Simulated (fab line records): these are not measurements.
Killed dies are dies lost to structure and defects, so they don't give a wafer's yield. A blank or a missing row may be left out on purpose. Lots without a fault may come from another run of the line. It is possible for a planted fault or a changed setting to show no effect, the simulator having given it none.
Chamber matching :: flow gf180mcu :: cmp-02 running GF_STI_CMP_25: 4 sister chambers
The step polishes, stops on Si3N4, t overpolish 33 s, target thk 524.6 nm. 8 wafers are shown with their chamber, then 6 later ones without.

## WAFERS WITH THEIR CHAMBER
wafer: L761.3
chamber: 2
motor current A (A): 11.4
slurry flow ml min: 150.3

wafer: L774.1
chamber: 0
motor current A (A): 12.1
slurry flow ml min: 150.8

wafer: L775.2
chamber: 1
motor current A (A): 9.1
slurry flow ml min: 150.1

wafer: L775.5
chamber: 3
motor current A (A): 10.3
slurry flow ml min: 150.5

wafer: L775.6
chamber: 0
motor current A (A): 13.1
slurry flow ml min: 151.2

wafer: L776.2
chamber: 1
motor current A (A): 9.5
slurry flow ml min: 149.7

wafer: L776.4
chamber: 3
motor current A (A): 11.7
slurry flow ml min: 150.3

wafer: L776.6
chamber: 2
motor current A (A): 11.1
slurry flow ml min: 149.8

## WAFERS WHOSE CHAMBER IS MISSING
wafer: L777.4
motor current A (A): 12.4
slurry flow ml min: 150.1

wafer: L777.5
motor current A (A): 11.3
slurry flow ml min: 150.2

wafer: L777.6
motor current A (A): 9.5
slurry flow ml min: 149.8

wafer: L778.1
motor current A (A): 11.1
slurry flow ml min: 150.4

wafer: L778.3
motor current A (A): 10.4
slurry flow ml min: 149.7

wafer: L778.6
motor current A (A): 9.3
slurry flow ml min: 150.6

## CHAMBER TAKEN BY EACH
wafer: L777.4
from the rows above: can't be placed: 2 or 3 or 0
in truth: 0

wafer: L777.5
from the rows above: can't be placed: 2 or 3
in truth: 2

wafer: L777.6
from the rows above: 1
in truth: 1

wafer: L778.1
from the rows above: can't be placed: 3 or 2
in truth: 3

wafer: L778.3
from the rows above: can't be placed: 2 or 1 or 3
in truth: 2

wafer: L778.6
from the rows above: can't be placed: 1 or 3 or 2
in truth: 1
1 of 6 placed correctly. Not placeable from these rows: 5 (in 5, the candidates include the true chamber). Placed wrongly: 0.
How it was worked out, from the rows above alone: a wafer's distance from a chamber is the root of the sum, over the readings, of the square of ((its reading less the chamber's mean) divided by the reading's scatter). If the next closest chamber is less than 2 further off than the closest, the wafer can't be placed; otherwise it belongs to the closest. The mean given for a chamber averages the wafers shown for that chamber. The scatter: the root of (the sum of the squares of (reading less its chamber's mean) over the shown wafers, divided by (wafers less chambers)).
